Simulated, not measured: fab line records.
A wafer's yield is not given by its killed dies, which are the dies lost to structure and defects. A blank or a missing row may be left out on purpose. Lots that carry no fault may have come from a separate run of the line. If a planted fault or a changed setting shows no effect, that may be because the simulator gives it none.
A lot that was struck, set against a sound lot -- flow sky130 -- 15 out of 708 route steps
Sound: wafers L464.1, L464.5, L464.6. Struck: wafers L470.1, L470.4, L470.6. The cause is named last.
Order at every step that has rows: each side's tool, ch and its chambers, its first start. Under that, the readings that differ: sound wafers -- struck wafers -- difference of the means -- sigmas: that difference in standard deviations of wafers without a fault.
alike: readings whose means differ by less than 2 such deviations, and words and numbers that are the same on both sides. not compared: withheld readings, readings that some wafer has no value for, bounds like >300 that may hide the same value, and numbers for which the record gives no deviation and whose values overlap.
Wherever a step has rows on one side only, a row that says differs or no value, or a row with sigmas, the two part there. Non-overlapping numbers with no deviation appear without sigmas and do not part them. Lack of a reading on every wafer of one side parts them only where that side has two or more wafers.

SKY_SPACER_ETCHBACK_02: etches Si3N4 in CH3F/O2, stops on SiO2, time 46.7 s, target depth 45 nm.
  sound on rie-diel-04 ch 0,3, day 25 22:05; struck on rie-diel-02 ch 2,3, day 28 04:20
  alike: drypump-motor-current-A, oes-product-au, throttle-valve-pct
  not compared: rf-hours-counter-h
then, 8 steps without rows for these wafers: SKY_POLY_CUT_DEHYDRATE_00 (time 60 s); SKY_POLY_CUT_HMDS_01 (prime time 60 s); SKY_POLY_CUT_COAT_02 (resist thk 60 nm); SKY_POLY_CUT_COAT_03 (resist thk 450 nm); SKY_POLY_CUT_SOFTBAKE_04 (time 90 s); SKY_POLY_CUT_EXPOSE_05 (exposes mask NPCM, target cd 270 nm); SKY_POLY_CUT_PEB_06; SKY_POLY_CUT_DEVELOP_07 (develop time 60 s).
SKY_POLY_CUT_CD_MEAS_08: the cd target is 270 nm.
  struck on cd-sem-01, day 29 08:46; sound on cd-sem-02, day 27 03:27
  alike: cd-nm
SKY_POLY_CUT_OVL_MEAS_09:
  struck on overlay-01, day 29 08:53; sound on overlay-01, day 27 03:34
reading,sound,struck,difference,sigmas
POLY_CUT_OVL (nm),13 6 11,1 0 -4,-11,-2
SKY_POLY_CUT_ETCH_10: etches BARC in N2/H2, stops on SiO2, time 45.9 s, target depth 60 nm.
  sound on rie-diel-02 ch 0,3, day 27 03:37; struck on rie-diel-04 ch 0,1,2, day 29 08:56
  alike: bias-w, chamber-pressure-mTorr, drypump-motor-current-A, oes-product-au, throttle-valve-pct
  not compared: rf-hours-counter-h
SKY_POLY_CUT_ETCH_11: etches Si3N4 in CF4/CH2F2/Ar, stops on poly-Si, time 42.5 s, target depth 60 nm.
  sound on rie-diel-02 ch 0,3, day 27 03:39; struck on rie-diel-04 ch 0,1,2, day 29 08:58
  no value came back on the struck wafers for any of 5 readings (bias-w (W), cf4-flow-sccm (sccm) and others); on the sound wafers bias-w (W) reads 149.0 149.6 149.7
  not compared: rf-hours-counter-h
SKY_POLY_CUT_STRIP_12: strips in O2/N2.
  sound on plasma-asher-01 ch 0,1, day 27 03:41; struck on plasma-asher-04 ch 0,1, day 29 09:01
  alike: drypump-motor-current-A, oes-product-au, strip-time-to-endpoint-s
  not compared: rf-hours-counter-h
-- the record jumps here: 20 days lie between the struck wafers' starts before and after (it left off in module POLY_CUT and takes up again in module PAD_OPEN, whose first step shown is number 708 of the route) --
SKY_PAD_OPEN_PROBE_99:
  struck on prober-02, day 49 02:41; sound on prober-01, day 47 16:49
reading,sound,struck,difference,sigmas
killed-at-front-end,18 29 23,417 428 413,+396,+92
killed-dies,91 95 95,492 492 492,+398,+41
killed-on-rim,17 21 26,96 96 96,+75,+17
  alike: killed_at_M0_to_M3, killed_at_M4_up, killed-at-contacts, killed-at-other, killed-open, killed-short

## WHERE THEY PART
Earliest at SKY_POLY_CUT_OVL_MEAS_09; latest, in this record, at SKY_PAD_OPEN_PROBE_99.

WHY: the cause the simulator had injected
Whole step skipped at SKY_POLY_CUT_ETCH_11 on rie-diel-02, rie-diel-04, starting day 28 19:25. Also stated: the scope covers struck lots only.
